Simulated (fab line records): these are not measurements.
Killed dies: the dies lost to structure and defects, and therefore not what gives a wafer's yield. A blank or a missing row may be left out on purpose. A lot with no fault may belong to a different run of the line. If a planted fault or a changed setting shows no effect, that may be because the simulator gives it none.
Chamber matching    flow sky130    3 sister chambers for SKY_LI_CONTACT_HDPCVD_00 on hdpcvd-02
The step deposits PSG, target thk 930 nm, time 155 s. 3 wafers are shown with their chamber, then 7 later ones without.

== WAFERS PAIRED WITH THEIR CHAMBERS ==
wafer   chamber  pressureMtorr (mTorr)
L089.1  1        5.989
L090.1  2        5.993
L090.5  0        6.014

== WAFERS WHOSE CHAMBER IS MISSING ==
wafer   pressureMtorr (mTorr)
L090.6  6.013
L091.1  6.020
L091.4  5.990
L091.6  6.002
L093.1  6.017
L093.4  5.996
L093.5  5.993

== THE CHAMBER EACH PASSED THROUGH ==
wafer    from the rows above            in truth
L090.6   0                              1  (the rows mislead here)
L091.1   0                              0
L091.4   can't be placed: 1 or 2        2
L091.6   can't be placed: 2 or 0 or 1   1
L093.1   0                              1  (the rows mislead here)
L093.4   can't be placed: 2 or 1        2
L093.5   can't be placed: 2 or 1        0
Correctly placed: 1 of 7. Cannot be placed on the basis of these rows: 4; the candidates contain the true chamber in 3. Wrongly placed: 2.
How it was worked out, from the rows above alone: a wafer's distance from a chamber is the root of the sum, over the readings, of the square of ((its reading less the chamber's mean) divided by the reading's scatter). If the next closest chamber is less than 2 further off than the closest, the wafer can't be placed; otherwise it belongs to the closest. For every chamber, the mean is computed from those of its wafers that are shown. The scatter (one wafer shown for each chamber): square how far every hidden wafer sits from the nearest shown wafer, average those squares and take the square root.
